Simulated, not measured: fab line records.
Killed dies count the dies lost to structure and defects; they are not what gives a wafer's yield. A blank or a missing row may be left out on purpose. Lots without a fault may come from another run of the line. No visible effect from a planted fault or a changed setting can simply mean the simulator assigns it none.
8D (eight disciplines) problem report, filled in by code + flow sky130 + the parts of the form that need people (team, actions taken, sign-off) are left out

1. THE ISSUE
Mean VIA4_HDPCVD_THK at SKY_VIA4_THK_MEAS_01: 1662 nm over 4 wafers in 3 lots; fault-free wafers: 1744 nm, standard deviation 16. That is -5.2 standard deviations from the usual mean.
Seen first at day 46 17:01 on filmMetro-04, wafer L368.1. The record holds 36 wafers of 13 lots with a number at this step. The rule behind "out" and "out of limits": a value lying over 4 standard deviations away from the usual mean. The rest of the wafers with a number are treated as sound.

2. WHAT IT IS, WHAT IT ISN'T
| question                    | is                             | is not                                                                                 |
|-----------------------------|--------------------------------|----------------------------------------------------------------------------------------|
| which readings at this step | VIA4_HDPCVD_THK                | -                                                                                      |
| which lots                  | L368, L369, L371               | L356, L357, L358, L359, L361, L362, L364, L373, L376, L377                             |
| which wafers of those lots  | L368.1, L369.1, L371.1, L371.6 | L368.4, L369.4                                                                         |
| read on which gauges        | filmMetro-04                   | filmMetro-02, filmMetro-03                                                             |
| when                        | from day 46 17:01              | up to then (22 sound wafers); but 10 sound wafers of L369, L373, L376, L377 came after |

3. SUSPECTS, AND WHAT RULES EACH OUT
Counting: a tool at a process step up to the reading stays a suspect if it ran every lot that is out. Sound lots after the first of them don't rule it out here, since some wafers of a struck lot are sound.
- the gauge at SKY_VIA4_THK_MEAS_01: ruled out. All the wafers that are out were read on filmMetro-04, but those of them that SKY_VIA4_HDPCVD_00 has rows for are out there too, on other tools.
- hdpcvd-01 at SKY_VIA4_HDPCVD_00 (deposits SiO2, target thk 1750 nm, time 291.7 s): kept. It ran every lot that is out, first L368 (day 46 16:50); its last sound lot up to then is L364 (day 45 16:28). On those wafers its own readings are out: runLengthS.
Left after counting: hdpcvd-01 at SKY_VIA4_HDPCVD_00.

4. THE CAUSE (what the simulator had put in)
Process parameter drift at SKY_VIA4_HDPCVD_00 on hdpcvd-01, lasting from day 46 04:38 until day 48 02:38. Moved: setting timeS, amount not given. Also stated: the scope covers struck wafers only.
Counting left only this tool.

5. SEQUENCE OF EFFECTS, ordered by route
One row per reading whose mean, taken over the struck wafers that have a number, lies over 3 standard deviations from the usual. Only readings whose record carries a usual standard deviation are examined. hours: median over the lots of the time between each lot's start at the first step of this table that gives one and its start at this step. sigmas: the change, counted in usual standard deviations.
| hours | step                 | reading         | usual   | on struck wafers | change | sigmas |
|-------|----------------------|-----------------|---------|------------------|--------|--------|
| 0     | SKY_VIA4_HDPCVD_00   | runLengthS      | 319.5 s | 305.5            | -14.0  | -23    |
| 0     | SKY_VIA4_THK_MEAS_01 | VIA4_HDPCVD_THK | 1744 nm | 1662             | -82    | -5.2   |
Its process steps:
- SKY_VIA4_HDPCVD_00: deposits SiO2, target thk 1750 nm, time 291.7 s.
Readings that are blank on the struck wafers while sound wafers have them: susceptorTempC at SKY_VIA4_HDPCVD_00.

6. WHAT WOULD HAVE CAUGHT IT SOONER
Counted from the fault's start at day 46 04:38, it took 12 hours until the first out-of-limits reading at a measuring or inspecting step in this record, taken at day 46 17:01.
The tool's own readings at SKY_VIA4_HDPCVD_00 were out on every struck wafer that the step has a row for (runLengthS): an alarm limit on them would have fired on the first of those.
Of the lots that are out (3), L369, L371 began SKY_VIA4_HDPCVD_00 on hdpcvd-01 after day 46 17:01. A hold on the tool at that time would have spared those 2.
